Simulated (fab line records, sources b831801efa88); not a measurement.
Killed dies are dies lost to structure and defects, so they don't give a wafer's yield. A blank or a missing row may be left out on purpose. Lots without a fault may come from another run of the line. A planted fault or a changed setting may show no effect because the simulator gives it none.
fab line records | flow sky130
record lots=7 wafers=21 last_day=50
route steps=708 shown GATE_OXIDE@192 POLY_GATE@204 RES_PROTECT@206 PAD_OPEN@708
lots that met no fault: from a run of the same line without faults
start_h: hours from the record's first day to the start of the lot's first wafer shown | wait_h: hours since the lot's step before | " the same as in the row above | L1.1+2: a row that stands for several wafers | - no value, or no start given | * or withheld: withheld | < > ~ a bound
route shown NAME@n: a module of which the file shows steps, and the number in the route of the first | usual: mean/standard deviation of fault-free wafers | same: alike in all rows | chamber/n: place in a boat | sites: the reading at each site | _std_site: their standard deviation | _edge_site: outer sites' mean less inner sites' | radius_mm: how far each site lies from the wafer's centre | mask NAME#n: copy n | behind: the tool/chamber that last shaped the wafer | hold: why the lot was held/for how many hours/how that ended | device: the transistor (n, p or np) that didn't switch | end of line: the same wafers' tests at the end of the route | a step without rows: its recipe alone | killed: dies lost to structure and defects at the first sort, not the wafer's yield | map: a wafer's dies, x killed, . not, _ none there
set.NAME: the setting as run; set.NAME@STEP: as run at that earlier step | model.NAME: the simulator's own value behind a step, which no gauge read
lots at some steps of the route; a table a step, a row a wafer
services: from which hour (start_h, from the record's first day; less than 0 if before it) a tool's chamber was out of use, for how many hours, and why
## steps
# step SKY_GATE_OXIDE_COAT_05
# recipe resist=NOVOLAK spin_rpm=3000 resist_thk_nm=1140
# step SKY_GATE_OXIDE_SOFTBAKE_06
# recipe temp_c=90 time_s=60 resist=NOVOLAK
# step SKY_GATE_OXIDE_EXPOSE_07
# recipe mask_id=LVOM na=0.6 source_shape=conventional sigma_outer=0.6 polarization=unpolarized target_cd_nm=600 dose_mj=170
# step SKY_GATE_OXIDE_PEB_08
# recipe temp_c=withheld time_s=* resist=NOVOLAK
# step SKY_GATE_OXIDE_DEVELOP_09
# recipe resist=NOVOLAK developer=TMAH develop_time_s=60 dev_temp_c=23
# step SKY_GATE_OXIDE_OVL_MEAS_10
# usual GATE_OXIDE_OVL=-0.6/1.8
# columns lot.wafer tool chamber start_h wait_h GATE_OXIDE_OVL[nm]
L413.3 overlay-02 - 296.69 0.1 1.0
L413.5 " - " " -1.7
L413.6 " - " " -0.4
L418.2 overlay-02 - 360.87 0.1 -0.5
L418.3 " - " " -1.5
L418.6 " - " " -0.9
L419.2 overlay-01 - 374.97 0.1 2.5
L419.3 " - " " 0.7
L419.5 " - " " 2.6
L421.1 overlay-02 - 383.43 0.1 -1.0
L421.4 " - " " -1.3
L421.5 " - " " -2.0
L430.1 overlay-01 - 450.71 0.1 2.1
L430.3 " - " " 2.2
L430.6 " - " " -0.5
L432.2 overlay-02 - 468.04 0.1 -3.2
L432.3 " - " " -3.5
L432.4 " - " " -1.4
L435.2 overlay-02 - 492.54 0.1 -2.8
L435.4 " - " " -3.6
L435.6 " - " " -4.0
# step SKY_GATE_OXIDE_IMPLANT_11
# recipe species=B energy_kev=10 dose_cm2=2.6e+12 tilt_deg=withheld
# step SKY_GATE_OXIDE_WET_ETCH_12
# recipe chemistry=dHF target_depth_nm=16.8 dry=n2_spin target=SiO2 dilution=100:1 temp_c=25 time_s=336
# step SKY_GATE_OXIDE_STRIP_13
# recipe chemistry=O2/N2 power_w=1400 pressure_mtorr=1500 platen_temp_c=withheld o2_flow_sccm=3000 n2_flow_sccm=300 overash_fraction=0.5
# usual drypump_motor_current_A=5.7/0.44 n2_flow_sccm=300.0/1.1 oes_product_au=0.715/0.0045 strip_time_to_endpoint_s=14.20/0.045
# columns lot.wafer tool chamber start_h wait_h drypump_motor_current_A n2_flow_sccm oes_product_au rf_hours_counter_h strip_time_to_endpoint_s
L413.3 plasma_asher-04 0 297.00 0.0 6.2 298.9 0.712 - 14.27
L413.5 " 0 " " 6.2 299.1 0.716 - 14.24
L413.6 " 1 " " 6.1 302.4 0.716 - 14.22
L418.2 plasma_asher-03 1 361.25 0.0 5.9 300.0 0.719 24 14.26
L418.3 " 0 " " 5.3 301.2 0.712 - 14.27
L418.6 " 1 " " 5.9 299.8 0.712 - 14.22
L419.2 plasma_asher-04 0 375.35 0.0 6.2 300.0 0.708 56 14.19
L419.3 " 0 " " 6.1 298.4 0.721 - 14.20
L419.5 " 1 " " 6.1 301.9 0.710 - 14.15
L421.1 plasma_asher-02 1 383.72 0.0 5.4 297.0 0.720 68 14.11
L421.4 " 0 " " 5.1 299.1 0.709 - 14.13
L421.5 " 0 " " 5.1 300.3 0.714 - 14.10
L430.1 plasma_asher-02 0 451.00 0.0 5.1 298.8 0.715 1 14.18
L430.3 " 0 " " 5.1 298.6 0.716 - 14.17
L430.6 " 0 " " 5.1 299.6 0.709 - 14.15
L432.2 plasma_asher-04 1 468.32 0.0 6.1 299.7 0.718 66 14.25
L432.3 " 0 " " 6.2 301.1 0.714 - 14.26
L432.4 " 1 " " 6.1 299.3 0.715 - 14.27
L435.2 plasma_asher-02 0 492.82 0.0 5.1 300.5 0.714 5 14.24
L435.4 " 1 " " 5.4 299.2 0.711 - 14.25
L435.6 " 0 " " 5.1 301.4 0.710 - 14.24
# step SKY_GATE_OXIDE_TW_MEAS_14
# usual GATE_OXIDE_TW=226.3/2.4
# columns lot.wafer tool chamber start_h wait_h GATE_OXIDE_TW
L413.3 film_metro-02 - 297.09 0.1 225.6
L413.5 " - " " 226.7
L413.6 " - " " 227.1
L418.2 film_metro-04 - 361.36 0.1 222.9
L418.3 " - " " 222.9
L418.6 " - " " 223.1
L419.2 film_metro-02 - 375.46 0.1 225.3
L419.3 " - " " 224.6
L419.5 " - " " 225.0
L421.1 film_metro-02 - 383.82 0.1 225.0
L421.4 " - " " 224.9
L421.5 " - " " 226.0
L430.1 film_metro-04 - 451.10 0.1 223.7
L430.3 " - " " 222.7
L430.6 " - " " 223.4
L432.2 film_metro-02 - 468.43 0.1 227.5
L432.3 " - " " 227.2
L432.4 " - " " 226.4
L435.2 film_metro-01 - 492.93 0.1 229.1
L435.4 " - " " 229.3
L435.6 " - " " 230.4
# step SKY_GATE_OXIDE_CLEAN_15
# recipe chemistry=SC1/SC2 mix=1:4:20 temp_c=70 time_s=143.4 dry=n2_spin
# step SKY_GATE_OXIDE_OXIDATION_16
# recipe temp_c=800 ambient=O2 idle_temp_c=700 ramp_up_c_per_min=10 ramp_down_c_per_min=3 stabilise_s=600 purge_s=300 target_thk_a=35.7 ox_time_s=1915
# step SKY_POLY_GATE_CVD_00
# recipe material=poly-Si target_thk_nm=180 temp_c=620 time_s=720 pressure_mtorr=200
# usual pressure_mtorr=200.0/0.37 spike_tc_bottom_C=639.9/2.7 spike_tc_centre_C=620.1/0.9
# columns lot.wafer tool chamber start_h wait_h pressure_mtorr spike_tc_bottom_C spike_tc_centre_C model.poly-Si_of_POLY_GATE_CVD_00.thk_nm
L413.3 lpcvd-01 0 298.71 0.0 200.6 636.6 620.3 181.1
L413.5 " 0 " " 199.9 639.3 621.2 183
L413.6 " 0 " " 200.0 636.0 620.0 182.7
L418.2 lpcvd-01 0 363.49 0.0 240.3 637.5 619.5 195.3
L418.3 " 0 " " 240.4 637.0 621.9 196.4
L418.6 " 0 " " 240.1 638.7 619.8 196.9
L419.2 lpcvd-01 1 377.36 0.0 239.2 642.1 619.4 199.1
L419.3 " 1 " " 239.6 642.6 621.0 198.1
L419.5 " 1 " " 239.5 643.0 619.0 199
L421.1 lpcvd-01 0 385.47 0.0 240.1 636.4 620.5 198.8
L421.4 " 0 " " 239.2 638.1 618.4 198.9
L421.5 " 0 " " 239.7 637.2 621.7 197.3
L430.1 lpcvd-01 1 452.74 0.0 200.0 640.4 618.9 178.2
L430.3 " 1 " " 200.3 641.5 620.5 176.8
L430.6 " 1 " " 199.7 641.6 620.4 176.4
L432.2 lpcvd-01 0 470.99 0.0 199.9 636.9 619.7 179.6
L432.3 " 0 " " 200.1 637.8 620.7 180.7
L432.4 " 0 " " 200.3 636.0 619.5 179.1
L435.2 lpcvd-01 0 494.56 0.0 200.0 636.6 620.2 178.7
L435.4 " 0 " " 199.7 637.1 621.1 180.4
L435.6 " 0 " " 199.6 637.8 618.4 179.8
# step SKY_POLY_GATE_THK_MEAS_01
# recipe reads=poly-Si_of_POLY_GATE_CVD_00
# usual POLY_GATE_CVD_00_THK=179.7/1.6
# columns lot.wafer tool chamber start_h wait_h POLY_GATE_CVD_00_THK[nm]
L413.3 film_metro-01 - 299.93 0.0 181.1
L413.5 " - " " 183.0
L413.6 " - " " 182.7
L418.2 film_metro-01 - 364.70 0.0 195.3
L418.3 " - " " 196.3
L418.6 " - " " 196.9
L419.2 film_metro-03 - 379.17 0.0 199.1
L419.3 " - " " 198.1
L419.5 " - " " 198.9
L421.1 film_metro-03 - 386.67 0.0 198.8
L421.4 " - " " 198.9
L421.5 " - " " 197.3
L430.1 film_metro-03 - 453.94 0.0 178.3
L430.3 " - " " 176.6
L430.6 " - " " 176.5
L432.2 film_metro-02 - 472.20 0.0 179.6
L432.3 " - " " 180.6
L432.4 " - " " 179.2
L435.2 film_metro-02 - 495.77 0.0 178.8
L435.4 " - " " 180.4
L435.6 " - " " 179.7
# step SKY_RES_PROTECT_DEHYDRATE_00
# recipe temp_c=200 time_s=60
# step SKY_RES_PROTECT_HMDS_01
# recipe prime_time_s=60 prime_temp_c=120
# step SKY_RES_PROTECT_COAT_02
# recipe resist=NOVOLAK spin_rpm=3000 resist_thk_nm=1140
# step SKY_RES_PROTECT_SOFTBAKE_03
# recipe temp_c=90 time_s=60 resist=NOVOLAK
# step SKY_RES_PROTECT_EXPOSE_04
# recipe mask_id=RPM na=0.6 source_shape=conventional sigma_outer=0.6 polarization=unpolarized target_cd_nm=1270 dose_mj=131
# step SKY_RES_PROTECT_PEB_05
# recipe temp_c=withheld time_s=* resist=NOVOLAK
# step SKY_RES_PROTECT_DEVELOP_06
# recipe resist=NOVOLAK developer=TMAH develop_time_s=60 dev_temp_c=23
# step SKY_POLY_GATE_IMPLANT_02
# recipe species=P energy_kev=30 dose_cm2=7.7e+15 tilt_deg=0
# step SKY_RES_PROTECT_STRIP_07
# recipe chemistry=O2/N2 power_w=1400 pressure_mtorr=1500 platen_temp_c=withheld o2_flow_sccm=3000 n2_flow_sccm=300 overash_fraction=0.5
# usual drypump_motor_current_A=5.6/0.48 n2_flow_sccm=300.0/0.91 oes_product_au=0.517/0.0048 strip_time_to_endpoint_s=23.31/0.052
# columns lot.wafer tool chamber start_h wait_h drypump_motor_current_A n2_flow_sccm oes_product_au rf_hours_counter_h strip_time_to_endpoint_s
L413.3 plasma_asher-01 1 326.27 0.1 4.9 298.9 0.517 - 23.29
L413.5 " 0 " " 5.7 299.2 0.508 - 23.35
L413.6 " 1 " " 4.9 301.0 0.522 - 23.31
L418.2 plasma_asher-02 1 393.81 0.1 5.4 299.5 0.516 69 23.24
L418.3 " 1 " " 5.4 299.5 0.519 - 23.28
L418.6 " 0 " " 5.1 300.7 0.516 - 23.25
L419.2 plasma_asher-01 1 407.96 0.1 5.0 299.0 0.514 71 23.32
L419.3 " 1 " " 4.9 298.7 0.515 - 23.34
L419.5 " 0 " " 5.7 298.9 0.521 - 23.35
L421.1 plasma_asher-01 0 415.38 0.1 5.8 300.6 0.512 72 23.27
L421.4 " 0 " " 5.7 299.4 0.522 - 23.29
L421.5 " 1 " " 5.0 301.6 0.519 - 23.29
L430.1 plasma_asher-01 1 484.71 0.1 4.9 300.5 0.513 80 23.28
L430.3 " 1 " " 4.9 301.0 0.513 - 23.26
L430.6 " 0 " " 5.7 300.4 0.516 - 23.25
L432.2 plasma_asher-02 0 502.68 0.1 5.1 299.6 0.527 5 23.34
L432.3 " 0 " " 5.1 300.5 0.525 - 23.30
L432.4 " 1 " " 5.4 300.1 0.519 - 23.34
L435.2 plasma_asher-04 1 525.96 0.1 6.1 300.3 0.512 72 23.36
L435.4 " 0 " " 6.1 301.2 0.517 - 23.35
L435.6 " 1 " " 6.2 300.3 0.528 - 23.34
# step SKY_RES_PROTECT_TW_MEAS_08
# usual POLY_GATE_TW=4080/50
# columns lot.wafer tool chamber start_h wait_h POLY_GATE_TW
L413.3 film_metro-01 - 326.35 0.1 4158
L413.5 " - " " 4161
L413.6 " - " " 4134
L418.2 film_metro-03 - 393.92 0.1 4068
L418.3 " - " " 4032
L418.6 " - " " 4063
L419.2 film_metro-04 - 408.07 0.1 3991
L419.3 " - " " 4017
L419.5 " - " " 4011
L421.1 film_metro-01 - 415.48 0.1 4087
L421.4 " - " " 4092
L421.5 " - " " 4085
L430.1 film_metro-01 - 484.81 0.1 4155
L430.3 " - " " 4159
L430.6 " - " " 4147
L432.2 film_metro-04 - 502.79 0.1 4003
L432.3 " - " " 3993
L432.4 " - " " 4008
L435.2 film_metro-01 - 526.07 0.1 4132
L435.4 " - " " 4125
L435.6 " - " " 4119
# step SKY_RES_PROTECT_CLEAN_09
# recipe chemistry=SC1/SC2 mix=1:4:20 temp_c=70 time_s=150 dry=n2_spin
# usual temp_c=70.03/0.15
# columns lot.wafer tool chamber start_h wait_h temp_c model.poly-Si_of_POLY_GATE_CVD_00.thk_nm
L413.3 wet_bench-02 2 326.39 0.0 70.18 180.5
L413.5 " 2 " " 70.26 182.4
L413.6 " 2 " " 70.25 182.1
L418.2 wet_bench-03 1 393.97 0.0 70.01 194.6
L418.3 " 1 " " 70.04 195.8
L418.6 " 1 " " 69.99 196.2
L419.2 wet_bench-03 1 408.12 0.0 70.13 198.4
L419.3 " 1 " " 69.97 197.4
L419.5 " 1 " " 70.28 198.3
L421.1 wet_bench-01 1 415.54 0.1 69.88 198.1
L421.4 " 1 " " 70.07 198.3
L421.5 " 1 " " 70.05 196.7
L430.1 wet_bench-02 0 484.87 0.1 70.19 177.5
L430.3 " 0 " " 70.19 176.1
L430.6 " 0 " " 70.15 175.8
L432.2 wet_bench-01 1 502.84 0.0 70.34 179
L432.3 " 1 " " 70.19 180.1
L432.4 " 1 " " 70.16 178.5
L435.2 wet_bench-03 2 526.12 0.0 69.74 178.1
L435.4 " 2 " " 69.91 179.7
L435.6 " 2 " " 69.75 179.2
# step SKY_POLY_GATE_CVD_03
# recipe material=Si3N4 precursor=DCS/NH3 target_thk_nm=75 temp_c=770 time_s=1290 pressure_mtorr=250
# step SKY_PAD_OPEN_PROBE_99
# usual killed_at_M0_to_M3=44/7.4 killed_at_M4_up=3.2/2 killed_at_contacts=24/5.1 killed_at_front_end=15/4.8 killed_at_other=0.2/0.46 killed_dies=86/10 killed_open=47/7.5 killed_short=39/7
# same gross_dies=492 killed_at_back_side=0
# columns lot.wafer tool chamber start_h wait_h killed_at_M0_to_M3 killed_at_M4_up killed_at_contacts killed_at_front_end killed_at_other killed_dies killed_open killed_short model.etest.res_high_po.line_ohm_um model.etest.res_poly.line_ohm_um model.etest.licon_high_po.rc_ohm model.etest.res_high_po.rs_ohm_sq model.etest.cap_li_to_poly.c_af_um2 model.etest.res_poly.rs_ohm_sq
L413.3 prober-01 - 1064.29 0.2 48 2 28 17 0 95 57 38 750.1 532 347 259.6 106.1 47.88
L413.5 prober-01 - 1064.39 0.2 48 6 29 12 1 96 51 45 748 512.3 351.3 262 105.5 48.39
L413.6 prober-01 - 1064.44 0.2 39 2 21 21 0 83 42 41 759.1 522.6 367.3 266.4 103.5 48.75
L418.2 prober-02 - 1117.75 0.1 48 1 21 28 0 98 49 49 695 481 355.4 244.3 107.6 44.95
L418.3 prober-02 - 1117.80 0.2 47 3 31 16 0 97 56 41 712.5 478.1 342.1 246.8 109.1 45.35
L418.6 prober-02 - 1117.95 0.2 45 2 12 10 0 69 35 34 708 483.9 354.9 248.3 107.7 45.55
L419.2 prober-01 - 1128.82 0.1 32 5 33 8 0 78 44 34 693.5 468.9 375.8 244.2 108.2 45.12
L419.3 prober-01 - 1128.87 0.2 47 0 21 15 0 83 52 31 689.6 479.1 355.9 241.1 107.4 44.96
L419.5 prober-01 - 1128.97 0.2 32 1 31 9 0 73 39 34 701 480.3 379.2 247.8 108 45.79
L421.1 prober-02 - 1130.18 0.1 37 3 23 17 0 80 42 38 702.3 477.2 375.6 248.1 108.9 45.58
L421.4 prober-02 - 1130.33 0.2 42 5 29 12 1 89 50 38 676.4 460.5 361.1 238.1 109.5 44.55
L421.5 prober-02 - 1130.38 0.2 47 5 25 18 0 95 45 49 706.9 474.1 372.4 254 107.2 46.33
L430.1 prober-02 - 1173.44 0.1 33 5 28 14 0 80 42 38 745.7 500.6 331.9 258.4 101 48.16
L430.3 prober-02 - 1173.54 0.2 41 6 27 17 0 91 54 37 755.2 521.5 329.9 262.8 102.4 49.01
L430.6 prober-02 - 1173.69 0.2 41 3 20 16 0 80 35 45 745.3 517.9 337.4 264 102.6 49.95
L432.2 prober-02 - 1182.82 0.1 31 3 24 9 0 67 33 34 778.8 530.8 369.5 272.6 105.2 49.8
L432.3 prober-02 - 1182.87 0.2 34 5 26 18 0 83 41 42 727.6 498.4 353.4 259.3 105.2 48.14
L432.4 prober-02 - 1182.92 0.2 44 6 21 11 1 83 46 37 764.1 508.3 342.3 264.7 104.7 48.78
L435.2 prober-01 - 1193.40 0.1 34 1 28 18 0 81 48 33 738.7 509.7 345.8 258.6 102.7 48.39
L435.4 prober-01 - 1193.50 0.2 59 4 18 20 0 101 57 44 752.1 537.6 342 265.8 103.9 48.9
L435.6 prober-01 - 1193.60 0.2 48 6 19 15 0 88 54 34 745.6 516.1 352.9 255.5 101.3 47.91
# killed by level:class
L413.3 VIA1:geometric_particle:open=13 CONTACT:geometric_particle:open=10 VIA2:geometric_particle:open=9 LI_CONTACT:geometric_particle:open=7 LOCAL_INTERCONNECT:geometric_particle:short=6 METAL2:geometric_particle:short=6 FIELD_ISO:geometric_particle:open=4 FIELD_ISO:geometric_particle:short=4
L413.5 VIA1:geometric_particle:open=17 CONTACT:geometric_particle:open=9 METAL1:geometric_particle:short=8 LOCAL_INTERCONNECT:geometric_particle:short=7 VIA2:geometric_particle:open=7 LI_CONTACT:geometric_particle:open=5 FIELD_ISO:geometric_particle:short=4 POLY_GATE:geometric_particle:short=4
L413.6 VIA1:geometric_particle:open=9 CONTACT:geometric_particle:open=7 VIA2:geometric_particle:open=7 POLY_GATE:geometric_particle:short=5 VIA3:geometric_particle:open=5 CONTACT:geometric_particle:short=5 LOCAL_INTERCONNECT:geometric_particle:short=5 METAL2:geometric_particle:short=5
L418.2 VIA1:geometric_particle:open=13 POLY_GATE:geometric_particle:short=9 CONTACT:geometric_particle:open=8 VIA1:geometric_particle:short=7 FIELD_ISO:geometric_particle:open=6 METAL1:geometric_particle:short=6 METAL2:geometric_particle:short=6 FIELD_ISO:geometric_particle:short=5
L418.3 VIA1:geometric_particle:open=11 LI_CONTACT:geometric_particle:open=9 CONTACT:geometric_particle:open=9 VIA2:geometric_particle:open=8 METAL1:geometric_particle:short=7 VIA3:geometric_particle:open=6 FIELD_ISO:geometric_particle:open=5 FIELD_ISO:geometric_particle:short=5
L418.6 VIA1:geometric_particle:open=12 VIA2:geometric_particle:open=10 FIELD_ISO:geometric_particle:short=6 VIA1:geometric_particle:short=4 METAL2:geometric_particle:short=4 VIA2:geometric_particle:short=4 LOCAL_INTERCONNECT:geometric_particle:short=3 CONTACT:geometric_particle:short=3
L419.2 CONTACT:geometric_particle:open=12 LI_CONTACT:geometric_particle:open=9 METAL1:geometric_particle:short=8 CONTACT:geometric_particle:short=7 VIA3:geometric_particle:open=7 POLY_GATE:geometric_particle:open=6 VIA1:geometric_particle:open=6 METAL4:geometric_particle:short=5
L419.3 LI_CONTACT:geometric_particle:open=8 VIA1:geometric_particle:open=8 VIA1:geometric_particle:short=8 VIA3:geometric_particle:open=7 CONTACT:geometric_particle:open=7 VIA2:geometric_particle:open=6 POLY_GATE:geometric_particle:open=5 METAL2:geometric_particle:short=4
L419.5 CONTACT:geometric_particle:open=13 CONTACT:geometric_particle:short=8 VIA2:geometric_particle:open=6 LI_CONTACT:geometric_particle:open=5 VIA1:geometric_particle:open=5 VIA1:geometric_particle:short=4 LOCAL_INTERCONNECT:geometric_particle:short=4 METAL2:geometric_particle:short=4
L421.1 VIA1:geometric_particle:open=10 CONTACT:geometric_particle:open=7 VIA2:geometric_particle:open=7 FIELD_ISO:geometric_particle:open=6 LI_CONTACT:geometric_particle:open=6 CONTACT:geometric_particle:short=5 METAL3:geometric_particle:short=5 FIELD_ISO:geometric_particle:short=4
L421.4 LI_CONTACT:geometric_particle:open=12 CONTACT:geometric_particle:open=9 VIA1:geometric_particle:open=7 METAL2:geometric_particle:short=6 VIA2:geometric_particle:open=6 POLY_GATE:geometric_particle:short=5 LOCAL_INTERCONNECT:geometric_particle:short=5 METAL3:geometric_particle:open=5
L421.5 LI_CONTACT:geometric_particle:open=9 METAL1:geometric_particle:short=9 CONTACT:geometric_particle:open=7 VIA1:geometric_particle:short=6 VIA1:geometric_particle:open=6 VIA2:geometric_particle:open=5 METAL3:geometric_particle:short=5 POLY_GATE:geometric_particle:open=4
L430.1 CONTACT:geometric_particle:open=10 CONTACT:geometric_particle:short=7 POLY_GATE:geometric_particle:open=6 VIA2:geometric_particle:open=6 LI_CONTACT:geometric_particle:open=5 POLY_GATE:geometric_particle:short=4 METAL2:geometric_particle:short=4 VIA1:geometric_particle:open=4
L430.3 CONTACT:geometric_particle:open=10 VIA1:geometric_particle:open=9 VIA3:geometric_particle:open=9 LOCAL_INTERCONNECT:geometric_particle:short=8 POLY_GATE:geometric_particle:short=5 LI_CONTACT:geometric_particle:open=5 METAL4:geometric_particle:short=5 METAL2:geometric_particle:short=5
L430.6 CONTACT:geometric_particle:open=10 VIA2:geometric_particle:open=10 VIA1:geometric_particle:short=7 FIELD_ISO:geometric_particle:short=5 LI_CONTACT:geometric_particle:short=5 POLY_GATE:geometric_particle:short=5 VIA1:geometric_particle:open=5 METAL2:geometric_particle:short=4
L432.2 CONTACT:geometric_particle:open=9 VIA1:geometric_particle:open=6 METAL1:geometric_particle:short=5 LI_CONTACT:geometric_particle:open=4 LOCAL_INTERCONNECT:geometric_particle:short=4 VIA3:geometric_particle:open=4 LI_CONTACT:geometric_particle:short=3 CONTACT:geometric_particle:short=3
L432.3 CONTACT:geometric_particle:open=9 VIA1:geometric_particle:short=9 LI_CONTACT:geometric_particle:open=7 FIELD_ISO:geometric_particle:open=5 CONTACT:geometric_particle:short=5 VIA1:geometric_particle:open=5 METAL2:geometric_particle:short=5 METAL4:geometric_particle:short=5
L432.4 VIA1:geometric_particle:open=10 CONTACT:geometric_particle:open=9 METAL1:geometric_particle:short=9 VIA2:geometric_particle:open=7 VIA3:geometric_particle:open=7 POLY_GATE:geometric_particle:short=5 LI_CONTACT:geometric_particle:open=4 METAL4:geometric_particle:short=4
L435.2 VIA1:geometric_particle:open=14 LI_CONTACT:geometric_particle:open=11 CONTACT:geometric_particle:open=6 METAL2:geometric_particle:short=6 FIELD_ISO:geometric_particle:short=5 FIELD_ISO:geometric_particle:open=5 LOCAL_INTERCONNECT:geometric_particle:short=5 VIA1:geometric_particle:short=5
L435.4 VIA1:geometric_particle:open=15 METAL1:geometric_particle:short=9 POLY_GATE:geometric_particle:short=7 LI_CONTACT:geometric_particle:open=7 CONTACT:geometric_particle:open=6 METAL2:geometric_particle:open=6 METAL2:geometric_particle:short=5 METAL3:geometric_particle:short=5
L435.6 VIA1:geometric_particle:open=15 POLY_GATE:geometric_particle:open=7 CONTACT:geometric_particle:open=6 FIELD_ISO:geometric_particle:open=5 VIA3:geometric_particle:open=5 METAL2:geometric_particle:short=5 METAL1:geometric_particle:short=4 LOCAL_INTERCONNECT:geometric_particle:short=4
## services
# columns tool chamber start_h hours kind
plasma_asher-03 - 279.11 2.8 pm
plasma_asher-02 - 295.69 2.2 repair
lpcvd-01 - 304.77 2.1 repair
plasma_asher-02 - 317.88 5.0 repair
wet_bench-03 - 326.06 2.3 repair
plasma_asher-01 - 346.97 1.5 repair
plasma_asher-02 - 357.40 0.4 repair
plasma_asher-02 - 411.99 16.5 repair
lpcvd-01 - 418.86 28.1 pm
plasma_asher-02 - 428.52 9.0 pm
plasma_asher-02 0 428.52 9.0 vent_cycle
plasma_asher-02 1 428.52 9.0 vent_cycle
plasma_asher-02 - 431.02 0.7 repair
plasma_asher-02 0 437.52 - clean
plasma_asher-02 1 437.52 - clean
wet_bench-02 - 455.87 3.5 repair
plasma_asher-02 - 462.08 4.4 repair
lpcvd-01 - 462.81 0.7 repair
plasma_asher-02 - 480.30 1.3 repair
plasma_asher-02 - 484.22 0.6 repair
## key
first_sign step=SKY_POLY_GATE_CVD_00 reading=pressure_mtorr direction=up sigmas=99+ usual=200.0 struck=239.8
effect step=SKY_POLY_GATE_THK_MEAS_01 reading=POLY_GATE_CVD_00_THK direction=up sigmas=11 usual=179.7 struck=197.7
model_effect step=SKY_POLY_GATE_CVD_00 value=poly-Si_of_POLY_GATE_CVD_00.thk_nm without=180.6 struck=197.7
model_effect step=SKY_RES_PROTECT_CLEAN_09 value=poly-Si_of_POLY_GATE_CVD_00.thk_nm without=179.9 struck=197.1
model_effect step=SKY_PAD_OPEN_PROBE_99 value=etest.res_high_po.line_ohm_um without=732.9 struck=698.4
met_at SKY_POLY_GATE_CVD_00
struck_wafers L418.2,L418.3,L418.6,L419.2,L419.3,L419.5,L421.1,L421.4,L421.5
tester_left_out L418,L419,L421
onset_between 298.71 363.49
fault kind=process_parameter_drift tool=lpcvd-01 chamber=- onset_h=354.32 steps=SKY_POLY_GATE_CVD_00 channel=pressure_mtorr offset=40 shape=step end_h=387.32 stated=200
# tester_left_out: of these lots the tester's yield and bins aren't shown, on N5 and GAA mostly nor the transistor test; their killed dies are dies lost to structure and defects alone, not to doping, threshold or leakage, so they don't give the yield
